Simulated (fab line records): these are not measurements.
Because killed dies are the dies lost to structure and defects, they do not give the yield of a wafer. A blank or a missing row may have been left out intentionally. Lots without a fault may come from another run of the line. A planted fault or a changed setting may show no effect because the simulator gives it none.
Chamber matching    flow gf180mcu    GF_STI_ETCH_13 on rieDiel-03: 4 sister chambers
The step etches the open film in CHF3/O2, stops on Si, target depth 282.31 nm, time 112.9 s. 4 wafers are shown with their chamber, then 7 later ones without.

## EACH WAFER AND ITS CHAMBER
wafer   chamber  drypumpMotorCurrentA (A)
L132.6  1        5.1
L133.3  0        5.2
L134.1  3        5.5
L134.2  2        5.9

## WAFERS WITHOUT THEIR CHAMBER
wafer   drypumpMotorCurrentA (A)
L134.6  5.1
L136.1  5.3
L136.5  5.3
L136.6  5.1
L139.1  5.3
L139.3  5.4
L139.5  5.9

## EACH ONE'S CHAMBER
wafer   from the rows above           in truth
L134.6  can't be placed: 1 or 0       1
L136.1  can't be placed: 0 or 1 or 3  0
L136.5  can't be placed: 0 or 1 or 3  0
L136.6  can't be placed: 1 or 0       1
L139.1  can't be placed: 0 or 1 or 3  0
L139.3  can't be placed: 3 or 0       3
L139.5  2                             2
Correct placement for 1 of the 7. From these rows, 6 cannot be placed; in 6 the true chamber is one of the candidates. Number placed wrongly: 0.
How it was worked out, from the rows above alone: a wafer's distance from a chamber is the root of the sum, over the readings, of the square of ((its reading less the chamber's mean) divided by the reading's scatter). The wafer belongs to the nearest chamber; if the next one is less than 2 further off, it can't be placed. The mean given for a chamber averages the wafers shown for that chamber. The scatter (one wafer shown for each chamber): square how far every hidden wafer sits from the nearest shown wafer, average those squares and take the square root.
